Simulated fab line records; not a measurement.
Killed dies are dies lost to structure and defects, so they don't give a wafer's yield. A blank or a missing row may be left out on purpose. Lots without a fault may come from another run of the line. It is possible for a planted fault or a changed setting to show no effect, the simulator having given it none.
fab line records | flow sky130
[record] lots = 12 | wafers = 36 | lastDay = 50
route steps=708 shown CONTACT@430 METAL1@436 VIA1@458
lots that met no fault: taken from a fault-free run of the same line
startH: hours from the record's opening day to when the first of the lot's shown wafers began | waitH: hours elapsed since this lot's preceding step | " identical to the entry in the row above | L1.1+2: a row that stands for several wafers | - no value, or no start given | * or withheld: withheld | < > ~ a bound
route shown NAME@n: names a module that has steps shown in the file, with the first one's number in the route | usual: mean and standard deviation over wafers with no fault | same: alike in all rows | chamber/n: place in a boat | sites: readings site by site | _std_site: how widely they spread, as a standard deviation | _edge_site: inner sites' mean taken away from outer sites' mean | radiusMm: for every site, how far away it sits from the centre of the wafer | mask NAME#n: copy n | behind: the most recent tool/chamber to have shaped the wafer | hold: what put the lot on hold/how long, in hours/how the hold closed | device: the transistor (n, p or np) that didn't switch | end of line: the same wafers' tests at the end of the route | where a step has no rows: the recipe by itself | killed: count of dies lost to structure and defects at first sort (not the wafer's yield) | map: a wafer's dies, x killed, . not, _ none there
set.NAME: the setting the step ran with; set.NAME@STEP: the setting that earlier step ran with | model.NAME: the simulator's own value behind a step, which no gauge read
a sample of lots followed through the steps of the route, with each step as a table and each wafer as a row
services: a tool's chamber out of use, with start hour (startH, from the record's first day; less than 0 if before it), hours out, and reason
[[steps]]
[step SKY_CONTACT_CVD_24]
[recipe] material = W | targetThkNm = 340 | timeS = 102.12 | tempC = 400 | pressureTorr = 40
[usual] heaterPowerOuterW = 522/62 | heaterPowerW = 815/85
lot.wafer | tool    | chamber | startH | waitH | heaterPowerOuterW | heaterPowerW
L106.1    | cvdW-02 | 0       | 749.94 | 0.0   | 498               | 858
L106.4    | "       | 1       | "      | "     | 624               | 906
L106.6    | "       | 1       | "      | "     | 616               | 889
L107.2    | cvdW-01 | 1       | 752.47 | 0.0   | 460               | 727
L107.4    | "       | 1       | "      | "     | 460               | 746
L107.5    | "       | 0       | "      | "     | 471               | 735
L109.2    | cvdW-02 | 0       | 772.28 | 0.0   | 510               | 844
L109.3    | "       | 1       | "      | "     | 616               | 931
L109.5    | "       | 1       | "      | "     | 619               | 941
L108.2    | cvdW-01 | 1       | 774.00 | 0.0   | 462               | 722
L108.3    | "       | 1       | "      | "     | 452               | 711
L108.6    | "       | 1       | "      | "     | 455               | 729
L110.2    | cvdW-02 | 0       | 780.67 | 0.0   | 503               | 865
L110.4    | "       | 0       | "      | "     | 515               | 852
L110.5    | "       | 1       | "      | "     | 605               | 912
L114.1    | cvdW-01 | 0       | 803.81 | 0.0   | 488               | 706
L114.3    | "       | 0       | "      | "     | 474               | 728
L114.6    | "       | 1       | "      | "     | 467               | 745
L116.1    | cvdW-02 | 1       | 822.55 | 0.0   | 616               | 927
L116.2    | "       | 0       | "      | "     | 514               | 855
L116.4    | "       | 0       | "      | "     | 503               | 832
L117.2    | cvdW-01 | 0       | 827.53 | 0.0   | 476               | 721
L117.4    | "       | 1       | "      | "     | 464               | 720
L117.6    | "       | 0       | "      | "     | 490               | 711
L119.3    | cvdW-01 | 1       | 842.58 | 0.1   | 444               | 742
L119.4    | "       | 0       | "      | "     | 473               | 734
L119.5    | "       | 0       | "      | "     | 493               | 720
L123.3    | cvdW-02 | 1       | 866.05 | 0.1   | 639               | 939
L123.4    | "       | 0       | "      | "     | 521               | 843
L123.6    | "       | 1       | "      | "     | 624               | 912
L127.1    | cvdW-01 | 1       | 898.92 | 0.0   | 470               | 733
L127.5    | "       | 1       | "      | "     | 461               | 735
L127.6    | "       | 0       | "      | "     | 478               | 730
L128.2    | cvdW-02 | 0       | 906.71 | 0.0   | 533               | 848
L128.4    | "       | 1       | "      | "     | 622               | 947
L128.6    | "       | 0       | "      | "     | 515               | 860
[step SKY_METAL1_SPUTTER_02]
[recipe] material = AlCu | targetThkNm = 250 | powerW = 10600 | timeS = 13.3 | chamberPressurePa = 0.4
[usual] throttleValvePct = 30.3/1.1
lot.wafer | tool          | chamber | startH | waitH | throttleValvePct
L106.1    | pvdSputter-01 | -       | 750.58 | 0.0   | 29.9
L106.4    | "             | -       | "      | "     | 30.4
L106.6    | "             | -       | "      | "     | 28.9
L107.2    | pvdSputter-03 | -       | 753.11 | 0.0   | 32.4
L107.4    | "             | -       | "      | "     | 29.0
L107.5    | "             | -       | "      | "     | 29.3
L109.2    | pvdSputter-01 | -       | 772.92 | 0.0   | 30.7
L109.3    | "             | -       | "      | "     | 29.7
L109.5    | "             | -       | "      | "     | 30.5
L108.2    | pvdSputter-03 | -       | 774.64 | 0.0   | 31.1
L108.3    | "             | -       | "      | "     | 29.4
L108.6    | "             | -       | "      | "     | 29.4
L110.2    | pvdSputter-03 | -       | 781.30 | 0.0   | 31.5
L110.4    | "             | -       | "      | "     | 29.1
L110.5    | "             | -       | "      | "     | 29.6
L114.1    | pvdSputter-02 | -       | 804.45 | 0.0   | 29.8
L114.3    | "             | -       | "      | "     | 30.3
L114.6    | "             | -       | "      | "     | 29.2
L116.1    | pvdSputter-03 | -       | 823.20 | 0.0   | 29.2
L116.2    | "             | -       | "      | "     | 32.1
L116.4    | "             | -       | "      | "     | 30.2
L117.2    | pvdSputter-03 | -       | 828.18 | 0.0   | 30.1
L117.4    | "             | -       | "      | "     | 32.5
L117.6    | "             | -       | "      | "     | 32.4
L119.3    | pvdSputter-03 | -       | 843.18 | 0.0   | 30.2
L119.4    | "             | -       | "      | "     | 32.3
L119.5    | "             | -       | "      | "     | 31.5
L123.3    | pvdSputter-02 | -       | 866.92 | 0.0   | 30.6
L123.4    | "             | -       | "      | "     | 30.0
L123.6    | "             | -       | "      | "     | 30.4
L127.1    | pvdSputter-02 | -       | 899.55 | 0.0   | 29.1
L127.5    | "             | -       | "      | "     | 30.9
L127.6    | "             | -       | "      | "     | 29.1
L128.2    | pvdSputter-01 | -       | 907.34 | 0.0   | 28.8
L128.4    | "             | -       | "      | "     | 29.6
L128.6    | "             | -       | "      | "     | 29.8
[step SKY_METAL1_RS_MEAS_05]
[recipe] thkMeasGauge = four-point-probe | reads = TiN_of_METAL1_SPUTTER_04+Ti_of_METAL1_SPUTTER_03+AlCu_of_METAL1_SPUTTER_02+TiN_of_METAL1_SPUTTER_01+Ti_of_METAL1_SPUTTER_00
[usual] METAL1_ALCU_RS = 0.1265/0.0013
lot.wafer | tool         | chamber | startH | waitH | METAL1_ALCU_RS[ohm/sq]
L106.1    | filmMetro-01 | -       | 750.67 | 0.0   | 0.1277
L106.4    | "            | -       | "      | "     | 0.1276
L106.6    | "            | -       | "      | "     | 0.1286
L107.2    | filmMetro-04 | -       | 753.22 | 0.0   | 0.1269
L107.4    | "            | -       | "      | "     | 0.1254
L107.5    | "            | -       | "      | "     | 0.1258
L109.2    | filmMetro-01 | -       | 773.03 | 0.0   | 0.1259
L109.3    | "            | -       | "      | "     | 0.1262
L109.5    | "            | -       | "      | "     | 0.1266
L108.2    | filmMetro-03 | -       | 774.75 | 0.0   | 0.1263
L108.3    | "            | -       | "      | "     | 0.1255
L108.6    | "            | -       | "      | "     | 0.1252
L110.2    | filmMetro-04 | -       | 781.42 | 0.0   | 0.1261
L110.4    | "            | -       | "      | "     | 0.1254
L110.5    | "            | -       | "      | "     | 0.1254
L114.1    | filmMetro-04 | -       | 804.54 | 0.0   | 0.1294
L114.3    | "            | -       | "      | "     | 0.1299
L114.6    | "            | -       | "      | "     | 0.1286
L116.1    | filmMetro-04 | -       | 823.30 | 0.0   | 0.1254
L116.2    | "            | -       | "      | "     | 0.1258
L116.4    | "            | -       | "      | "     | 0.1269
L117.2    | filmMetro-04 | -       | 828.30 | 0.0   | 0.1263
L117.4    | "            | -       | "      | "     | 0.1264
L117.6    | "            | -       | "      | "     | 0.1270
L119.3    | filmMetro-04 | -       | 843.31 | 0.1   | 0.1274
L119.4    | "            | -       | "      | "     | 0.1276
L119.5    | "            | -       | "      | "     | 0.1290
L123.3    | filmMetro-03 | -       | 867.05 | 0.1   | 0.1292
L123.4    | "            | -       | "      | "     | 0.1283
L123.6    | "            | -       | "      | "     | 0.1282
L127.1    | filmMetro-04 | -       | 899.65 | 0.0   | 0.1259
L127.5    | "            | -       | "      | "     | 0.1257
L127.6    | "            | -       | "      | "     | 0.1237
L128.2    | filmMetro-03 | -       | 907.46 | 0.0   | 0.1284
L128.4    | "            | -       | "      | "     | 0.1284
L128.6    | "            | -       | "      | "     | 0.1288
[step SKY_VIA1_HDPCVD_00]
[recipe] material = SiO2 | targetThkNm = 1030 | sigmaOpenFrac = 0.3 | timeS = 171.7 | tempC = 400 | sih4FlowSccm = 60 | pressureMtorr = 6
[usual] runLengthS = 200.0/0.39
lot.wafer | tool      | chamber | startH | waitH | runLengthS
L106.1    | hdpcvd-01 | 2       | 778.68 | 0.0   | 200.1
L106.4    | "         | 2       | "      | "     | 199.8
L106.6    | "         | 1       | "      | "     | 199.7
L107.2    | hdpcvd-01 | 1       | 781.34 | 0.0   | 200.2
L107.4    | "         | 0       | "      | "     | 199.9
L107.5    | "         | 2       | "      | "     | 199.9
L109.2    | hdpcvd-01 | 2       | 801.02 | 0.0   | 199.6
L109.3    | "         | 2       | "      | "     | 200.2
L109.5    | "         | 2       | "      | "     | 199.9
L108.2    | hdpcvd-01 | 0       | 802.68 | 0.0   | 199.8
L108.3    | "         | 2       | "      | "     | 200.1
L108.6    | "         | 0       | "      | "     | 200.0
L110.2    | hdpcvd-01 | 2       | 808.13 | 0.0   | 205.9
L110.4    | "         | 0       | "      | "     | 206.4
L110.5    | "         | 1       | "      | "     | 206.5
L114.1    | hdpcvd-01 | 1       | 832.01 | 0.0   | 206.5
L114.3    | "         | 0       | "      | "     | 206.4
L114.6    | "         | 0       | "      | "     | 206.6
L116.1    | hdpcvd-02 | 2       | 850.13 | 0.0   | 200.2
L116.2    | "         | 1       | "      | "     | 200.4
L116.4    | "         | 1       | "      | "     | 200.2
L117.2    | hdpcvd-02 | 1       | 855.56 | 0.0   | 200.3
L117.4    | "         | 1       | "      | "     | 201.1
L117.6    | "         | 1       | "      | "     | 200.3
L119.3    | hdpcvd-02 | 1       | 869.83 | 0.0   | 200.1
L119.4    | "         | 2       | "      | "     | 200.1
L119.5    | "         | 1       | "      | "     | 200.5
L123.3    | hdpcvd-02 | 2       | 893.43 | 0.0   | 200.4
L123.4    | "         | 0       | "      | "     | 199.7
L123.6    | "         | 1       | "      | "     | 200.6
L127.1    | hdpcvd-02 | 1       | 925.61 | 0.0   | 200.2
L127.5    | "         | 1       | "      | "     | 200.5
L127.6    | "         | 2       | "      | "     | 200.3
L128.2    | hdpcvd-02 | 2       | 933.48 | 0.0   | 200.2
L128.4    | "         | 2       | "      | "     | 200.0
L128.6    | "         | 2       | "      | "     | 199.8
[step SKY_VIA1_THK_MEAS_01]
[recipe] reads = SiO2_of_VIA1_HDPCVD_00
[usual] VIA1_HDPCVD_THK = 1029/11
lot.wafer | tool         | chamber | startH | waitH | VIA1_HDPCVD_THK[nm]
L106.1    | filmMetro-02 | -       | 778.79 | 0.1   | 1016
L106.4    | "            | -       | "      | "     | 1021
L106.6    | "            | -       | "      | "     | 1017
L107.2    | filmMetro-02 | -       | 781.46 | 0.1   | 1018
L107.4    | "            | -       | "      | "     | 1024
L107.5    | "            | -       | "      | "     | 1013
L109.2    | filmMetro-03 | -       | 801.20 | 0.1   | 1016
L109.3    | "            | -       | "      | "     | 1025
L109.5    | "            | -       | "      | "     | 1004
L108.2    | filmMetro-01 | -       | 802.81 | 0.1   | 1025
L108.3    | "            | -       | "      | "     | 1039
L108.6    | "            | -       | "      | "     | 1037
L110.2    | filmMetro-03 | -       | 808.25 | 0.1   | 1057
L110.4    | "            | -       | "      | "     | 1072
L110.5    | "            | -       | "      | "     | 1067
L114.1    | filmMetro-02 | -       | 832.13 | 0.1   | 1085
L114.3    | "            | -       | "      | "     | 1063
L114.6    | "            | -       | "      | "     | 1070
L116.1    | filmMetro-02 | -       | 850.29 | 0.1   | 1028
L116.2    | "            | -       | "      | "     | 1032
L116.4    | "            | -       | "      | "     | 1034
L117.2    | filmMetro-02 | -       | 855.74 | 0.1   | 1027
L117.4    | "            | -       | "      | "     | 1019
L117.6    | "            | -       | "      | "     | 1022
L119.3    | filmMetro-01 | -       | 869.97 | 0.1   | 1049
L119.4    | "            | -       | "      | "     | 1035
L119.5    | "            | -       | "      | "     | 1044
L123.3    | filmMetro-01 | -       | 893.56 | 0.1   | 1010
L123.4    | "            | -       | "      | "     | 1028
L123.6    | "            | -       | "      | "     | 1042
L127.1    | filmMetro-03 | -       | 925.78 | 0.1   | 1047
L127.5    | "            | -       | "      | "     | 1047
L127.6    | "            | -       | "      | "     | 1036
L128.2    | filmMetro-02 | -       | 933.65 | 0.1   | 1022
L128.4    | "            | -       | "      | "     | 1019
L128.6    | "            | -       | "      | "     | 1016
[[services]]
tool          | chamber | startH | hours | kind
hdpcvd-02     | -       | 744.10 | 0.6   | repair
hdpcvd-01     | 0       | 795.22 | 7.3   | repair
hdpcvd-02     | -       | 815.68 | 5.0   | repair
cvdW-02       | -       | 822.87 | 0.7   | repair
hdpcvd-02     | 0       | 825.36 | 33.9  | repair
cvdW-02       | -       | 842.24 | 0.9   | repair
hdpcvd-02     | -       | 850.73 | 2.7   | repair
cvdW-01       | 0       | 860.37 | 10.2  | repair
cvdW-01       | 1       | 865.92 | 8.0   | repair
cvdW-02       | -       | 868.00 | 0.5   | repair
hdpcvd-01     | 0       | 882.76 | 2.9   | repair
pvdSputter-02 | -       | 890.41 | 2.5   | repair
hdpcvd-01     | -       | 900.32 | 3.1   | repair
cvdW-01       | -       | 904.00 | 14.0  | pm
cvdW-01       | 0       | 904.00 | 14.0  | ventCycle
cvdW-01       | 1       | 904.00 | 14.0  | ventCycle
cvdW-01       | 1       | 904.62 | 3.2   | repair
cvdW-01       | 0       | 918.00 | -     | clean
cvdW-01       | 1       | 918.00 | -     | clean
hdpcvd-02     | 0       | 918.32 | 19.8  | repair
[[key]]
[firstSign] step = SKY_VIA1_HDPCVD_00 | reading = runLengthS | direction = up | sigmas = 17 | usual = * | struck = *
[effect] step = SKY_VIA1_THK_MEAS_01 | reading = VIA1_HDPCVD_THK | direction = up | sigmas = 3.5 | usual = 1029 | struck = 1069
metAt SKY_VIA1_HDPCVD_00
struckLots L110,L114
rowsEnd L114.1,L114.3,L114.6
notActingAt SKY_CONTACT_CVD_24,SKY_METAL1_SPUTTER_02,SKY_METAL1_RS_MEAS_05
onsetBetween 802.68 808.13
[fault] kind = processParameterDrift | tool = hdpcvd-01 | chamber = - | onsetH = 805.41 | steps = SKY_VIA1_HDPCVD_00 | channel = timeS | offset = * | shape = step | actsIn = * | stated = *
// rowsEnd: these wafers met a further fault down the route, and their rows from its step on are left out
